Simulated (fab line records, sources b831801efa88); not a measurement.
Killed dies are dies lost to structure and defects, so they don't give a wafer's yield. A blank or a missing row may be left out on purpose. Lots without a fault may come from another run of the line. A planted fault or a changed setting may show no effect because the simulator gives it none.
Problem report in the 8D (eight disciplines) form, filled by code | flow sky130 | the parts of the form that need people (team, actions taken, sign-off) are left out

1. THE PROBLEM
killed_at_front_end at SKY_PAD_OPEN_PROBE_99 reads a mean of 44 on 3 wafers of 1 lot; wafers without a fault read 16 with a standard deviation of 4.6. That is +6.2 standard deviations from the usual mean.
First seen on wafer L487.2, day 49 17:53, on prober-02. The record holds 39 wafers of 13 lots with a number at this step. Rule for "out", or "out of limits": more than 4 standard deviations from the usual mean. The other wafers with a number count as sound.

2. WHAT IT IS AND WHAT IT IS NOT
question                    | is                     | is not
which readings at this step | killed_at_front_end    | killed_at_M4_up, killed_at_contacts, killed_at_other, killed_open, killed_short
which lots                  | L487                   | L472, L474, L476, L477, L478, L479, L484, L488, L490, L491, L494, L495
which wafers of those lots  | all that have a number | -
read on which tools         | prober-02              | prober-01
when                        | from day 49 17:53      | up to then (21 sound wafers); but 15 sound wafers of L488, L490, L491, L494, L495 came after

3. SUSPECTS, AND WHAT RULES EACH OUT
Counting: a tool at a process step up to the reading stays a suspect if it ran every lot that is out and no sound lot after the first of them.
- wet_bench-04 at SKY_FIELD_ISO_WET_ETCH_29 (etches Si3N4 in H3PO4, target depth 160 nm, time 1825 s): ruled out as a lasting fault. Sound lots L490, L491 ran on it after its first lot that is out, L487 (day 5 14:28).
- pvd_sputter-01 at SKY_METAL5_SPUTTER_01 (material TiN, target thk 20 nm, time 16.7 s): ruled out as a lasting fault. Sound lots L488, L490, L495 ran on it after its first lot that is out, L487 (day 47 05:43).
- pecvd-03 at SKY_PASSIVATION_CVD_00 (deposits SiO2, target thk 90 nm): ruled out as a lasting fault. Sound lots L495 ran on it after its first lot that is out, L487 (day 48 02:26).
- prober-02 at SKY_PAD_OPEN_PROBE_99: ruled out as a lasting fault. Sound lots L491, L495 ran on it after its first lot that is out, L487 (day 49 17:53).
Left after counting: nothing in the record.

4. THE CAUSE (what the simulator had put in)
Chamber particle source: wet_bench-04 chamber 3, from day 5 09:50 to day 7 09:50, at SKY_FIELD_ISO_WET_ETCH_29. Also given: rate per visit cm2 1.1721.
Counting ruled it out, wrongly: the rule takes a fault to strike every lot that its tool runs from its start on, and this one did not.

5. THE CHAIN OF EFFECTS, in route order
Each row: a reading whose mean over the struck wafers that have a number lies more than 3 standard deviations from the usual. Only readings for which the record gives a usual standard deviation are gone through. hours: the time from each lot's start at the first step in this table that gives one to its start at this step, as a median over the lots. sigmas: the change in usual standard deviations.
hours | step                  | reading             | usual | on struck wafers | change | sigmas
0     | SKY_PAD_OPEN_PROBE_99 | killed_at_front_end | 16    | 44               | +28    | +6.2
0     | SKY_PAD_OPEN_PROBE_99 | killed_dies         | 86    | 114              | +28    | +3.0
The process steps in it:
- SKY_PAD_OPEN_PROBE_99

6. WHAT WOULD HAVE CAUGHT IT SOONER
In this record the first reading out of limits was taken at day 49 17:53, 1064 hours after the fault began at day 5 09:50.
